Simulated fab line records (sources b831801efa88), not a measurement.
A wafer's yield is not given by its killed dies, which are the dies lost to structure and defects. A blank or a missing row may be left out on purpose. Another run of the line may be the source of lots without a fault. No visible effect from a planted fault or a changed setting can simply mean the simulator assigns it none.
2 desks looking at one fault ; flow sky130 ; every desk sees just its own numbers, and what lay behind them comes last

== METROLOGY DESK ==
Means of the sampled wafers that have a number, per lot and without regard to the tool the lot ran on: this is what the gauges read. Any lot whose mean is over 4 standard deviations away from the usual mean is out of limits and marked OUT; that distance is given in the brackets.
Columns: A = INCOMING_BOW at SKY_FIELD_ISO_BOW_MEAS_00, usual 1 um; B = cd_nm at SKY_VT_ADJUST_HVTR_CD_MEAS_07, usual 379.2 nm; C = VIA2_HDPCVD_THK at SKY_VIA2_THK_MEAS_01, usual 1181 nm
lot;first seen here;A;B;C
L966;day 1 10:01;3;383.2;1183
L968;day 1 20:00;4;382.0;1189
L970;day 2 06:00;1;379.0;1191
L971;day 2 11:00;7;377.7;1198
L972;day 2 16:00;2;376.1;1152
L974;day 3 02:00;-3;382.1;1208
L975;day 3 07:01;2;377.7;1176
L977;day 3 17:00;3;375.3;1180
L980;day 4 08:00;-1;379.0;1161
L985;day 5 09:00;-1;389.4;1195
L987;day 5 19:00;1;389.1;1189
L988;day 6 00:01;-4;384.0;1180
Finding of this desk: none of the 12 lots has anything out of limits.

== THE TOOL OWNER'S DESK: litho_track-01 ==
The tool's own readings at SKY_VT_ADJUST_HVTR_COAT_02 (resist thk 1140 nm): means of the sampled wafers that have a number, for each lot that ran on this tool. Any lot whose mean is over 4 standard deviations away from the usual mean is out of limits and marked OUT; that distance is given in the brackets.
Columns: A = spin_speed_rpm at SKY_VT_ADJUST_HVTR_COAT_02, usual 3000.1 rpm
lot;first seen here;A
L966;day 8 21:34;2998.7
L968;day 9 10:30;3002.5
L971;day 10 18:27;3001.8
L980;day 12 23:24;2999.1
L985;day 14 23:21;3625.0 (+99 or more) OUT
L987;day 15 17:21;3622.2 (+99 or more) OUT
This desk finds L985, L987 out of limits, L985 being first, at day 14 23:21 (spin_speed_rpm at SKY_VT_ADJUST_HVTR_COAT_02). L966, L968, L971, L980 stayed within limits.

== ALL TOGETHER ==
On L985, L987, at day 14 23:21, an alarm was possible from the tool owner's desk.
The metrology desk saw nothing out of limits.
The metrology desk holds a record of L985, L987, inside its limits.
The lots listed all ran SKY_VT_ADJUST_HVTR_COAT_02 on litho_track-01.

== WHAT THE SIMULATOR PUT IN ==
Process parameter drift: litho_track-01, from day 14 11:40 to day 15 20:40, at SKY_VT_ADJUST_HVTR_COAT_02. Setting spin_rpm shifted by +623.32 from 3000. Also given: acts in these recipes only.
Struck lots among those shown: L985, L987.
Each desk's first reading out of limits, in hours after the fault started: the tool owner's desk, 12.
